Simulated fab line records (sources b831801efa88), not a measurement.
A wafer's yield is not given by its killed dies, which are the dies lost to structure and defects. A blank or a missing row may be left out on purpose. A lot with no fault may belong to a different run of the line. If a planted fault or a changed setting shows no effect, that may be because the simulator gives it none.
fab line records	flow sky130
[record] lots = 13	wafers = 39	last-day = 50
route steps=708 shown VIA1@481 METAL3@535 CAPM@540 PAD_OPEN@708
lots that met no fault: taken from a fault-free run of the same line
start-h: start of the lot's first displayed wafer, in hours after the record's first day	wait-h: time in hours since the lot's previous step	" unchanged from the row above	L1.1+2: one row covering several wafers at once	- either no value or no given start	* or withheld: withheld	< > ~ a bound
route shown NAME@n: a module of which the file shows steps, and the number in the route of the first	usual: mean and standard deviation over wafers with no fault	same: alike in all rows	chamber/n: place in a boat	sites: readings site by site	_std_site: standard deviation of those values	_edge_site: inner sites' mean taken away from outer sites' mean	radius-mm: how far each site lies from the wafer's centre	mask NAME#n: copy n	behind: the most recent tool/chamber to have shaped the wafer	hold: cause of the lot's hold/its duration in hours/its outcome	device: whichever transistor did not switch (one of n, p or np)	end of line: the same wafers' tests at the end of the route	step lacking rows: just its recipe	killed: at the first sort, the dies lost to defects and structure; wafer yield is something else	map: the dies of a wafer, with x for killed, . for not killed, _ for no die there
set.NAME: setting as actually run; set.NAME@STEP: the setting as run at that earlier step	model.NAME: the simulator's own value behind a step, which no gauge read
one table for each step of the route and one row for each wafer, over a sample of lots
services: from which hour (start-h, from the record's first day; less than 0 if before it) a tool's chamber was out of use, for how many hours, and why
[[steps]]
[step SKY_VIA1_THK_MEAS_23]
[recipe] thk-meas-gauge = xrf	reads = W_of_VIA1_CVD_21
[usual] VIA1_W_THK = 270/3.8
lot.wafer	tool	chamber	start-h	wait-h	VIA1_W_THK[nm]
L512.1	film-metro-04	-	806.37	0.1	271
L512.5	"	-	"	"	271
L512.6	"	-	"	"	273
L514.1	film-metro-01	-	823.36	0.1	269
L514.3	"	-	"	"	270
L514.5	"	-	"	"	273
L516.1	film-metro-04	-	833.30	0.1	274
L516.5	"	-	"	"	277
L516.6	"	-	"	"	272
L517.2	film-metro-04	-	846.46	0.1	270
L517.4	"	-	"	"	275
L517.6	"	-	"	"	271
L519.2	film-metro-04	-	861.00	0.1	270
L519.3	"	-	"	"	270
L519.5	"	-	"	"	270
L518.1	film-metro-02	-	863.00	0.1	271
L518.5	"	-	"	"	269
L518.6	"	-	"	"	269
L520.2	film-metro-01	-	871.79	0.1	270
L520.4	"	-	"	"	272
L520.5	"	-	"	"	271
L521.1	film-metro-04	-	885.37	0.1	270
L521.3	"	-	"	"	270
L521.6	"	-	"	"	268
L522.2	film-metro-02	-	891.40	0.1	262
L522.3	"	-	"	"	265
L522.6	"	-	"	"	266
L526.1	film-metro-01	-	914.05	0.1	275
L526.2	"	-	"	"	274
L526.3	"	-	"	"	275
L530.3	film-metro-02	-	950.42	0.1	269
L530.4	"	-	"	"	266
L530.5	"	-	"	"	267
L532.4	film-metro-01	-	957.07	0.1	274
L532.5	"	-	"	"	277
L532.6	"	-	"	"	274
L533.2	film-metro-02	-	960.94	0.1	263
L533.3	"	-	"	"	266
L533.5	"	-	"	"	265
[step SKY_METAL3_SPUTTER_03]
[recipe] material = Ti	target-thk-nm = 5	power-w = 3000	time-s = 3.3	chamber-pressure-pa = 0.4
[usual] cathode-dc-power-W = 2999.9/0.59	throttle-valve-pct = 29.6/0.79
lot.wafer	tool	chamber	start-h	wait-h	cathode-dc-power-W	throttle-valve-pct
L512.1	pvd-sputter-01	-	864.10	0.0	3000.5	29.1
L512.5	"	-	"	"	3000.7	29.3
L512.6	"	-	"	"	2999.7	30.3
L514.1	pvd-sputter-01	-	880.04	0.0	3000.0	28.9
L514.3	"	-	"	"	3000.7	29.3
L514.5	"	-	"	"	2998.6	29.3
L516.1	pvd-sputter-01	-	889.58	0.0	3000.6	30.5
L516.5	"	-	"	"	2998.9	29.2
L516.6	"	-	"	"	3000.0	30.2
L517.2	pvd-sputter-02	-	901.70	0.0	2999.9	29.4
L517.4	"	-	"	"	3001.2	29.2
L517.6	"	-	"	"	2999.2	28.1
L519.2	pvd-sputter-04	-	917.59	0.0	2999.3	29.8
L519.3	"	-	"	"	3000.1	29.5
L519.5	"	-	"	"	2999.3	30.9
L518.1	pvd-sputter-04	-	918.49	0.0	2999.7	30.8
L518.5	"	-	"	"	2999.5	29.4
L518.6	"	-	"	"	3000.3	29.7
L520.2	pvd-sputter-04	-	926.29	0.0	3000.3	28.8
L520.4	"	-	"	"	2999.5	28.8
L520.5	"	-	"	"	2999.9	30.9
L521.1	pvd-sputter-02	-	942.29	0.0	2999.9	27.8
L521.3	"	-	"	"	3000.2	29.6
L521.6	"	-	"	"	3000.9	30.2
L522.2	pvd-sputter-04	-	944.81	0.0	2999.9	28.8
L522.3	"	-	"	"	3000.0	30.9
L522.6	"	-	"	"	3000.2	30.6
L526.1	pvd-sputter-01	-	968.71	0.0	3000.5	30.3
L526.2	"	-	"	"	2999.3	30.6
L526.3	"	-	"	"	2999.2	28.4
L530.3	pvd-sputter-02	-	1001.72	0.0	2999.5	29.6
L530.4	"	-	"	"	3000.5	28.1
L530.5	"	-	"	"	2999.0	27.9
L532.4	pvd-sputter-04	-	1007.67	0.0	2999.7	30.9
L532.5	"	-	"	"	2999.5	29.4
L532.6	"	-	"	"	2999.9	28.4
L533.2	pvd-sputter-04	-	1012.17	0.0	3000.5	30.9
L533.3	"	-	"	"	3000.8	28.8
L533.5	"	-	"	"	2999.5	30.6
[step SKY_METAL3_SPUTTER_04]
[recipe] material = TiN	target-thk-nm = 70	power-w = 6500	time-s = 58.3	chamber-pressure-pa = 0.4
[usual] cathode-dc-power-W = 6499.9/1.1	throttle-valve-pct = 29.7/0.79
lot.wafer	tool	chamber	start-h	wait-h	cathode-dc-power-W	throttle-valve-pct
L512.1	pvd-sputter-01	-	864.11	0.0	6496.8	29.2
L512.5	"	-	"	"	6499.0	29.4
L512.6	"	-	"	"	6499.1	30.1
L514.1	pvd-sputter-01	-	880.05	0.0	6499.2	28.7
L514.3	"	-	"	"	6500.5	29.2
L514.5	"	-	"	"	6503.5	29.3
L516.1	pvd-sputter-01	-	889.59	0.0	6499.2	31.0
L516.5	"	-	"	"	6501.1	29.4
L516.6	"	-	"	"	6499.5	30.2
L517.2	pvd-sputter-02	-	901.72	0.0	6500.1	29.3
L517.4	"	-	"	"	6500.7	29.3
L517.6	"	-	"	"	6498.6	28.1
L519.2	pvd-sputter-04	-	917.61	0.0	6499.4	29.8
L519.3	"	-	"	"	6500.0	29.5
L519.5	"	-	"	"	6499.7	31.2
L518.1	pvd-sputter-04	-	918.51	0.0	6497.8	31.2
L518.5	"	-	"	"	6498.3	29.6
L518.6	"	-	"	"	6501.1	29.6
L520.2	pvd-sputter-04	-	926.31	0.0	6500.4	28.8
L520.4	"	-	"	"	6499.2	28.6
L520.5	"	-	"	"	6500.4	30.8
L521.1	pvd-sputter-02	-	942.30	0.0	6497.9	28.0
L521.3	"	-	"	"	6500.3	29.4
L521.6	"	-	"	"	6500.3	30.2
L522.2	pvd-sputter-04	-	944.82	0.0	6498.1	28.8
L522.3	"	-	"	"	6499.7	31.0
L522.6	"	-	"	"	6500.2	31.0
L526.1	pvd-sputter-01	-	968.73	0.0	6500.3	30.2
L526.2	"	-	"	"	6498.6	30.4
L526.3	"	-	"	"	6500.4	28.7
L530.3	pvd-sputter-02	-	1001.73	0.0	6499.8	29.7
L530.4	"	-	"	"	5061.0	28.1
L530.5	"	-	"	"	5060.1	28.4
L532.4	pvd-sputter-04	-	1007.69	0.0	6500.2	31.2
L532.5	"	-	"	"	6501.4	29.7
L532.6	"	-	"	"	6498.6	28.9
L533.2	pvd-sputter-04	-	1012.19	0.0	6499.6	31.0
L533.3	"	-	"	"	6502.2	29.0
L533.5	"	-	"	"	6501.9	30.8
[step SKY_CAPM_RS_MEAS_03]
[recipe] thk-meas-gauge = four-point-probe	reads = TiN_of_CAPM_SPUTTER_02
[usual] CAPM_TIN_RS = 6.95/0.075
lot.wafer	tool	chamber	start-h	wait-h	CAPM_TIN_RS[ohm/sq]
L512.1	film-metro-02	-	864.35	0.1	7.03
L512.5	"	-	"	"	6.92
L512.6	"	-	"	"	6.88
L514.1	film-metro-02	-	880.29	0.1	6.85
L514.3	"	-	"	"	6.87
L514.5	"	-	"	"	6.85
L516.1	film-metro-03	-	889.83	0.1	7.00
L516.5	"	-	"	"	7.01
L516.6	"	-	"	"	7.07
L517.2	film-metro-02	-	901.98	0.1	6.86
L517.4	"	-	"	"	6.90
L517.6	"	-	"	"	6.95
L519.2	film-metro-04	-	917.88	0.1	6.91
L519.3	"	-	"	"	6.89
L519.5	"	-	"	"	6.85
L518.1	film-metro-02	-	918.75	0.1	6.97
L518.5	"	-	"	"	6.94
L518.6	"	-	"	"	6.98
L520.2	film-metro-03	-	926.57	0.1	6.87
L520.4	"	-	"	"	6.85
L520.5	"	-	"	"	7.04
L521.1	film-metro-03	-	942.54	0.1	6.93
L521.3	"	-	"	"	7.05
L521.6	"	-	"	"	6.88
L522.2	film-metro-04	-	945.08	0.1	7.01
L522.3	"	-	"	"	7.14
L522.6	"	-	"	"	6.94
L526.1	film-metro-02	-	968.97	0.1	6.89
L526.2	"	-	"	"	6.91
L526.3	"	-	"	"	6.87
L530.3	film-metro-03	-	1002.01	0.1	7.01
L530.4	"	-	"	"	7.07
L530.5	"	-	"	"	6.91
L532.4	film-metro-02	-	1007.99	0.1	7.01
L532.5	"	-	"	"	6.96
L532.6	"	-	"	"	6.97
L533.2	film-metro-03	-	1012.45	0.1	6.98
L533.3	"	-	"	"	7.01
L533.5	"	-	"	"	6.94
[step SKY_PAD_OPEN_PROBE_99]
[usual] defect-limited-yield = 82.5/2	killed_at_M0_to_M3 = 42/6.6	killed_at_M4_up = 3.1/1.9	killed-at-contacts = 25/5.7	killed-at-front-end = 16/5	killed-at-other = 0.2/0.38	killed-dies = 86/9.6	killed-open = 47/7.2	killed-short = 39/6.2	sort_bin_3_pad_short = 0.9/0.44	sort_bin_5_function = 10.3/1.5	sort_bin_6_memory = 6.2/1.1	sort-n-pass = 406/9.6	sort-yield-pct = 82.5/2
[same] gross-dies = 492	killed-at-back-side = 0	sort_bin_4_leakage[%] = 0	sort_bin_8_speed[%] = 0
lot.wafer	tool	chamber	start-h	wait-h	defect-limited-yield[%]	killed_at_M0_to_M3	killed_at_M4_up	killed-at-contacts	killed-at-front-end	killed-at-other	killed-dies	killed-open	killed-short	sort_bin_3_pad_short[%]	sort_bin_5_function[%]	sort_bin_6_memory[%]	sort-n-pass	sort-yield-pct[%]
L512.1	prober-01	-	1088.08	0.1	82.3	39	6	24	18	0	87	45	42	1.8	8.9	6.9	405	82.3
L512.5	prober-01	-	1088.28	0.2	85.4	43	3	17	8	1	72	38	33	1.6	7.7	5.3	420	85.4
L512.6	prober-01	-	1088.33	0.2	82.3	48	6	17	15	1	87	40	47	1.0	10.6	6.1	405	82.3
L514.1	prober-01	-	1099.93	0.1	82.5	44	4	24	14	0	86	50	36	1.0	9.1	7.3	406	82.5
L514.3	prober-01	-	1100.03	0.2	82.7	33	3	29	20	0	85	38	47	0.2	10.2	6.9	407	82.7
L514.5	prober-01	-	1100.13	0.2	79.7	39	0	40	21	0	100	57	43	1.2	12.6	6.5	392	79.7
L516.1	prober-01	-	1105.50	0.1	84.3	46	2	19	10	0	77	42	35	1.2	9.3	5.1	415	84.3
L516.5	prober-01	-	1105.70	0.2	82.9	40	8	20	16	0	84	34	50	0.8	11.8	4.5	408	82.9
L516.6	prober-01	-	1105.75	0.2	82.7	38	2	31	14	0	85	47	38	0.8	11.0	5.5	407	82.7
L517.2	prober-02	-	1118.91	0.1	80.1	37	3	33	25	0	98	45	53	1.8	11.4	6.7	394	80.1
L517.4	prober-02	-	1119.01	0.2	79.7	53	2	29	15	1	100	63	37	0.4	13.2	6.7	392	79.7
L517.6	prober-02	-	1119.11	0.2	78.0	39	5	28	35	1	108	56	52	1.2	12.0	8.7	384	78.0
L518.1	prober-01	-	1128.58	0.1	84.8	39	0	25	11	0	75	48	27	0.4	8.7	6.1	417	84.8
L518.5	prober-01	-	1128.78	0.2	82.5	46	3	23	14	0	86	48	38	0.8	10.4	6.3	406	82.5
L518.6	prober-01	-	1128.83	0.2	82.5	45	2	27	11	1	86	45	41	1.0	10.4	6.1	406	82.5
L519.2	prober-02	-	1130.13	0.1	78.5	46	3	37	20	0	106	50	56	1.2	12.2	8.1	386	78.5
L519.3	prober-02	-	1130.18	0.2	80.3	53	2	22	20	0	97	56	41	1.4	13.4	4.9	395	80.3
L519.5	prober-02	-	1130.28	0.2	78.5	47	5	36	18	0	106	55	51	0	12.4	9.1	386	78.5
L520.2	prober-01	-	1136.84	0.1	83.7	47	4	17	12	0	80	40	40	1.0	7.5	7.7	412	83.7
L520.4	prober-01	-	1136.94	0.2	78.5	53	4	33	16	0	106	61	45	1.2	16.1	4.3	386	78.5
L520.5	prober-01	-	1136.99	0.2	83.7	30	1	32	17	0	80	46	34	1.0	8.7	6.5	412	83.7
L521.1	prober-02	-	1147.68	0.1	82.7	34	2	30	19	0	85	46	39	0.6	10.6	6.1	407	82.7
L521.3	prober-02	-	1147.78	0.2	81.9	38	4	27	19	1	89	54	35	0.6	12.6	4.9	403	81.9
L521.6	prober-02	-	1147.93	0.2	80.7	44	8	29	13	1	95	54	41	1.0	13.0	5.3	397	80.7
L522.2	prober-01	-	1149.18	0.1	81.9	43	6	25	14	1	89	49	40	1.0	11.4	5.7	403	81.9
L522.3	prober-01	-	1149.23	0.2	83.3	48	0	15	18	1	82	37	45	0.6	8.9	7.1	410	83.3
L522.6	prober-01	-	1149.38	0.2	81.5	47	4	21	19	0	91	43	48	1.6	11.4	5.5	401	81.5
L526.1	prober-01	-	1167.74	0.1	83.1	38	4	22	19	0	83	47	36	0.8	8.9	7.1	409	83.1
L526.2	prober-01	-	1167.79	0.1	86.0	37	2	19	11	0	69	35	34	0.8	9.3	3.9	423	86.0
L526.3	prober-01	-	1167.84	0.2	80.5	51	1	29	15	0	96	50	46	1.6	11.0	6.9	396	80.5
L530.3	prober-01	-	1191.95	0.2	83.7	35	8	19	18	0	80	45	35	0.2	10.4	5.7	412	83.7
L530.4	prober-01	-	1192.00	0.2	84.6	40	3	19	14	0	76	42	34	0.4	8.7	6.3	416	84.6
L530.5	prober-01	-	1192.05	0.2	83.5	43	2	22	14	0	81	45	36	0.4	10.0	6.1	411	83.5
L532.4	prober-01	-	1195.65	0.2	80.1	57	4	20	17	0	98	59	39	0.4	11.2	8.3	394	80.1
L532.5	prober-01	-	1195.70	0.2	82.7	35	4	21	25	0	85	44	41	0.8	9.8	6.7	407	82.7
L532.6	prober-01	-	1195.75	0.2	85.0	42	4	16	12	0	74	36	38	1.0	8.9	5.1	418	85.0
L533.2	prober-02	-	1197.85	0.1	84.8	35	4	20	16	0	75	43	32	0.6	8.1	6.5	417	84.8
L533.3	prober-02	-	1197.90	0.2	84.6	43	4	24	5	0	76	43	33	0.8	9.1	5.5	416	84.6
L533.5	prober-02	-	1198.00	0.2	85.0	38	5	22	9	0	74	40	34	0.8	8.5	5.7	418	85.0
// killed by level:class
L512.1 VIA1:geometric-particle:open=11 LI_CONTACT:geometric-particle:open=8 CONTACT:geometric-particle:open=6 VIA3:geometric-particle:open=6 POLY_GATE:geometric-particle:short=5 CONTACT:geometric-particle:short=5 METAL4:geometric-particle:short=5 FIELD_ISO:geometric-particle:short=4
L512.5 CONTACT:geometric-particle:open=10 VIA1:geometric-particle:open=9 VIA1:geometric-particle:short=6 METAL2:geometric-particle:short=5 VIA2:geometric-particle:open=5 METAL3:geometric-particle:short=5 POLY_GATE:geometric-particle:open=4 VIA3:geometric-particle:open=4
L512.6 METAL2:geometric-particle:short=10 VIA1:geometric-particle:open=10 CONTACT:geometric-particle:open=6 METAL1:geometric-particle:short=6 VIA1:geometric-particle:short=6 VIA3:geometric-particle:open=5 FIELD_ISO:geometric-particle:short=4 CONTACT:geometric-particle:short=4
L514.1 VIA1:geometric-particle:open=10 CONTACT:geometric-particle:open=10 METAL1:geometric-particle:short=8 VIA2:geometric-particle:open=7 VIA3:geometric-particle:open=5 FIELD_ISO:geometric-particle:open=4 POLY_GATE:geometric-particle:open=4 LI_CONTACT:geometric-particle:open=4
L514.3 CONTACT:geometric-particle:open=9 CONTACT:geometric-particle:short=7 FIELD_ISO:geometric-particle:short=6 LI_CONTACT:geometric-particle:open=6 FIELD_ISO:geometric-particle:open=5 METAL1:geometric-particle:short=5 VIA2:geometric-particle:open=4 LOCAL_INTERCONNECT:geometric-particle:short=4
L514.5 LI_CONTACT:geometric-particle:open=14 VIA1:geometric-particle:open=12 CONTACT:geometric-particle:open=11 CONTACT:geometric-particle:short=8 POLY_GATE:geometric-particle:short=6 VIA2:geometric-particle:open=6 POLY_GATE:geometric-particle:open=5 VIA3:geometric-particle:short=5
L516.1 VIA1:geometric-particle:open=14 CONTACT:geometric-particle:open=10 METAL2:geometric-particle:short=7 VIA2:geometric-particle:open=6 LI_CONTACT:geometric-particle:open=5 VIA1:geometric-particle:short=5 METAL1:geometric-particle:short=5 FIELD_ISO:geometric-particle:short=4
L516.5 FIELD_ISO:geometric-particle:short=7 CONTACT:geometric-particle:open=7 METAL1:geometric-particle:short=7 VIA1:geometric-particle:short=6 VIA1:geometric-particle:open=6 METAL2:geometric-particle:short=6 CONTACT:geometric-particle:short=5 VIA3:geometric-particle:open=5
L516.6 LI_CONTACT:geometric-particle:open=11 VIA3:geometric-particle:open=10 CONTACT:geometric-particle:short=8 METAL1:geometric-particle:short=6 VIA1:geometric-particle:open=6 METAL2:geometric-particle:short=5 VIA2:geometric-particle:open=5 LOCAL_INTERCONNECT:geometric-particle:short=4
L517.2 CONTACT:geometric-particle:open=10 CONTACT:geometric-particle:short=9 FIELD_ISO:geometric-particle:short=8 LI_CONTACT:geometric-particle:open=8 VIA1:geometric-particle:short=6 FIELD_ISO:geometric-particle:open=5 POLY_GATE:geometric-particle:short=5 VIA1:geometric-particle:open=5
L517.4 CONTACT:geometric-particle:open=14 VIA1:geometric-particle:open=11 VIA2:geometric-particle:open=8 VIA1:geometric-particle:short=8 VIA3:geometric-particle:open=7 FIELD_ISO:geometric-particle:open=6 METAL2:geometric-particle:short=6 POLY_GATE:geometric-particle:open=5
L517.6 CONTACT:geometric-particle:open=13 FIELD_ISO:geometric-particle:open=9 FIELD_ISO:geometric-particle:short=9 POLY_GATE:geometric-particle:open=9 METAL2:geometric-particle:short=8 VIA2:geometric-particle:open=6 POLY_GATE:geometric-particle:short=5 METAL1:geometric-particle:short=5
L518.1 LI_CONTACT:geometric-particle:open=10 VIA1:geometric-particle:open=8 VIA3:geometric-particle:open=7 METAL1:geometric-particle:short=6 VIA2:geometric-particle:open=6 LI_CONTACT:geometric-particle:short=5 CONTACT:geometric-particle:open=5 FIELD_ISO:geometric-particle:short=4
L518.5 VIA3:geometric-particle:open=10 METAL1:geometric-particle:short=10 LI_CONTACT:geometric-particle:open=9 VIA2:geometric-particle:open=6 CONTACT:geometric-particle:short=6 CONTACT:geometric-particle:open=6 METAL2:geometric-particle:short=6 VIA1:geometric-particle:open=5
L518.6 LI_CONTACT:geometric-particle:open=11 VIA1:geometric-particle:open=10 METAL1:geometric-particle:short=10 METAL2:geometric-particle:short=7 LI_CONTACT:geometric-particle:short=6 CONTACT:geometric-particle:open=6 FIELD_ISO:geometric-particle:short=5 VIA2:geometric-particle:open=5
L519.2 LOCAL_INTERCONNECT:geometric-particle:short=10 CONTACT:geometric-particle:open=10 VIA1:geometric-particle:open=9 LI_CONTACT:geometric-particle:open=7 FIELD_ISO:geometric-particle:open=6 CONTACT:geometric-particle:short=6 METAL1:geometric-particle:short=6 VIA3:geometric-particle:short=6
L519.3 VIA1:geometric-particle:open=20 CONTACT:geometric-particle:open=11 VIA3:geometric-particle:open=8 FIELD_ISO:geometric-particle:short=7 POLY_GATE:geometric-particle:open=6 METAL2:geometric-particle:short=5 METAL1:geometric-particle:short=5 VIA1:geometric-particle:short=5
L519.5 LI_CONTACT:geometric-particle:open=12 VIA1:geometric-particle:open=10 CONTACT:geometric-particle:open=10 LOCAL_INTERCONNECT:geometric-particle:short=8 VIA3:geometric-particle:open=7 VIA1:geometric-particle:short=6 VIA3:geometric-particle:short=6 POLY_GATE:geometric-particle:short=5
L520.2 VIA3:geometric-particle:open=9 METAL1:geometric-particle:short=8 VIA1:geometric-particle:open=8 CONTACT:geometric-particle:short=7 FIELD_ISO:geometric-particle:short=6 CONTACT:geometric-particle:open=5 VIA1:geometric-particle:short=4 METAL3:geometric-particle:short=4
L520.4 VIA1:geometric-particle:open=17 CONTACT:geometric-particle:open=10 LI_CONTACT:geometric-particle:open=8 LOCAL_INTERCONNECT:geometric-particle:short=8 POLY_GATE:geometric-particle:open=6 METAL3:geometric-particle:short=5 METAL1:geometric-particle:short=5 VIA2:geometric-particle:open=5
L520.5 CONTACT:geometric-particle:open=13 VIA1:geometric-particle:open=9 METAL1:geometric-particle:short=8 CONTACT:geometric-particle:short=5 LOCAL_INTERCONNECT:geometric-particle:short=5 POLY_GATE:geometric-particle:short=4 POLY_GATE:geometric-particle:open=4 VIA2:geometric-particle:open=4
L521.1 CONTACT:geometric-particle:open=11 FIELD_ISO:geometric-particle:open=7 LI_CONTACT:geometric-particle:open=7 VIA3:geometric-particle:open=7 FIELD_ISO:geometric-particle:short=6 VIA1:geometric-particle:short=6 LOCAL_INTERCONNECT:geometric-particle:short=5 CONTACT:geometric-particle:short=5
L521.3 VIA1:geometric-particle:open=12 LI_CONTACT:geometric-particle:open=10 FIELD_ISO:geometric-particle:open=9 CONTACT:geometric-particle:open=9 VIA2:geometric-particle:open=6 FIELD_ISO:geometric-particle:short=4 CONTACT:geometric-particle:short=4 METAL1:geometric-particle:short=4
L521.6 LI_CONTACT:geometric-particle:open=10 VIA1:geometric-particle:open=9 CONTACT:geometric-particle:open=8 FIELD_ISO:geometric-particle:open=6 VIA1:geometric-particle:short=6 METAL4:geometric-particle:short=6 METAL2:geometric-particle:short=5 VIA2:geometric-particle:open=5
L522.2 LI_CONTACT:geometric-particle:open=12 VIA1:geometric-particle:open=10 METAL2:geometric-particle:short=8 CONTACT:geometric-particle:open=6 METAL1:geometric-particle:short=6 POLY_GATE:geometric-particle:open=5 LOCAL_INTERCONNECT:geometric-particle:short=5 VIA3:geometric-particle:open=5
L522.3 METAL1:geometric-particle:short=11 VIA1:geometric-particle:open=10 FIELD_ISO:geometric-particle:short=7 METAL2:geometric-particle:short=7 CONTACT:geometric-particle:short=6 VIA3:geometric-particle:open=6 FIELD_ISO:geometric-particle:open=4 LI_CONTACT:geometric-particle:open=4
L522.6 VIA1:geometric-particle:open=10 METAL1:geometric-particle:short=8 LI_CONTACT:geometric-particle:open=6 VIA2:geometric-particle:open=6 FIELD_ISO:geometric-particle:short=5 POLY_GATE:geometric-particle:short=5 CONTACT:geometric-particle:open=5 CONTACT:geometric-particle:short=5
L526.1 CONTACT:geometric-particle:open=8 POLY_GATE:geometric-particle:open=6 LI_CONTACT:geometric-particle:open=6 VIA1:geometric-particle:open=6 LOCAL_INTERCONNECT:geometric-particle:short=5 METAL1:geometric-particle:short=5 VIA2:geometric-particle:open=5 POLY_GATE:geometric-particle:short=4
L526.2 VIA1:geometric-particle:open=13 VIA1:geometric-particle:short=6 METAL2:geometric-particle:short=6 CONTACT:geometric-particle:open=5 LI_CONTACT:geometric-particle:short=4 CONTACT:geometric-particle:short=4 FIELD_ISO:geometric-particle:short=3 LI_CONTACT:geometric-particle:open=3
L526.3 CONTACT:geometric-particle:open=12 VIA1:geometric-particle:open=12 METAL2:geometric-particle:short=8 CONTACT:geometric-particle:short=7 LI_CONTACT:geometric-particle:open=6 VIA1:geometric-particle:short=6 POLY_GATE:geometric-particle:open=5 VIA2:geometric-particle:open=5
L530.3 VIA1:geometric-particle:open=9 CONTACT:geometric-particle:open=9 METAL1:geometric-particle:short=7 LOCAL_INTERCONNECT:geometric-particle:short=6 POLY_GATE:geometric-particle:short=5 VIA2:geometric-particle:open=5 VIA3:geometric-particle:open=5 METAL4:geometric-particle:short=5
L530.4 LI_CONTACT:geometric-particle:open=9 VIA1:geometric-particle:open=7 VIA3:geometric-particle:open=6 FIELD_ISO:geometric-particle:short=5 CONTACT:geometric-particle:open=5 METAL1:geometric-particle:short=5 VIA1:geometric-particle:short=5 VIA2:geometric-particle:short=5
L530.5 VIA1:geometric-particle:open=10 CONTACT:geometric-particle:open=9 VIA1:geometric-particle:short=8 METAL1:geometric-particle:short=7 VIA2:geometric-particle:open=6 FIELD_ISO:geometric-particle:open=5 METAL2:geometric-particle:short=5 LI_CONTACT:geometric-particle:open=4
L532.4 VIA1:geometric-particle:open=14 VIA3:geometric-particle:open=10 VIA1:geometric-particle:short=9 POLY_GATE:geometric-particle:open=7 LI_CONTACT:geometric-particle:open=7 METAL2:geometric-particle:short=6 VIA2:geometric-particle:open=6 CONTACT:geometric-particle:open=5
L532.5 VIA1:geometric-particle:open=10 FIELD_ISO:geometric-particle:short=6 POLY_GATE:geometric-particle:open=6 CONTACT:geometric-particle:open=6 METAL2:geometric-particle:short=6 FIELD_ISO:geometric-particle:open=5 CONTACT:geometric-particle:short=5 VIA1:geometric-particle:short=4
L532.6 METAL2:geometric-particle:short=9 VIA1:geometric-particle:open=9 LOCAL_INTERCONNECT:geometric-particle:short=5 VIA2:geometric-particle:open=5 FIELD_ISO:geometric-particle:short=4 LI_CONTACT:geometric-particle:open=3 CONTACT:geometric-particle:open=3 VIA1:geometric-particle:short=3
L533.2 CONTACT:geometric-particle:open=11 VIA1:geometric-particle:open=9 POLY_GATE:geometric-particle:open=6 METAL1:geometric-particle:short=5 VIA3:geometric-particle:short=5 LI_CONTACT:geometric-particle:open=4 VIA1:geometric-particle:short=4 METAL4:geometric-particle:short=4
L533.3 VIA3:geometric-particle:open=10 VIA1:geometric-particle:open=10 CONTACT:geometric-particle:open=7 CONTACT:geometric-particle:short=6 LI_CONTACT:geometric-particle:open=5 VIA2:geometric-particle:open=5 VIA1:geometric-particle:short=4 METAL2:geometric-particle:short=4
L533.5 VIA1:geometric-particle:open=8 CONTACT:geometric-particle:open=7 LI_CONTACT:geometric-particle:open=6 VIA3:geometric-particle:open=6 CONTACT:geometric-particle:short=5 VIA1:geometric-particle:short=5 METAL1:geometric-particle:short=4 VIA2:geometric-particle:open=4
[[services]]
tool	chamber	start-h	hours	kind
pvd-sputter-04	-	888.09	2.7	repair
pvd-sputter-02	-	898.85	0.9	repair
pvd-sputter-02	-	997.40	1.4	repair
[[key]]
[first-sign] step = SKY_METAL3_SPUTTER_04	reading = cathode-dc-power-W	direction = down	sigmas = 99+	usual = 6499.9	struck = 5060.6
effect none on later readings
met-at SKY_METAL3_SPUTTER_04
struck-lots L530
struck-wafers L530.4,L530.5
not-acting-at SKY_VIA1_THK_MEAS_23,SKY_METAL3_SPUTTER_03,SKY_CAPM_RS_MEAS_03
onset-between 942.30 1001.73
[fault] kind = process-parameter-drift	tool = pvd-sputter-02	chamber = -	onset-h = 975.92	steps = SKY_METAL3_SPUTTER_04	channel = power-w	offset = *	shape = step	end-h = 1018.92	acts-in = *	stated = *	scope = struck-wafers-only
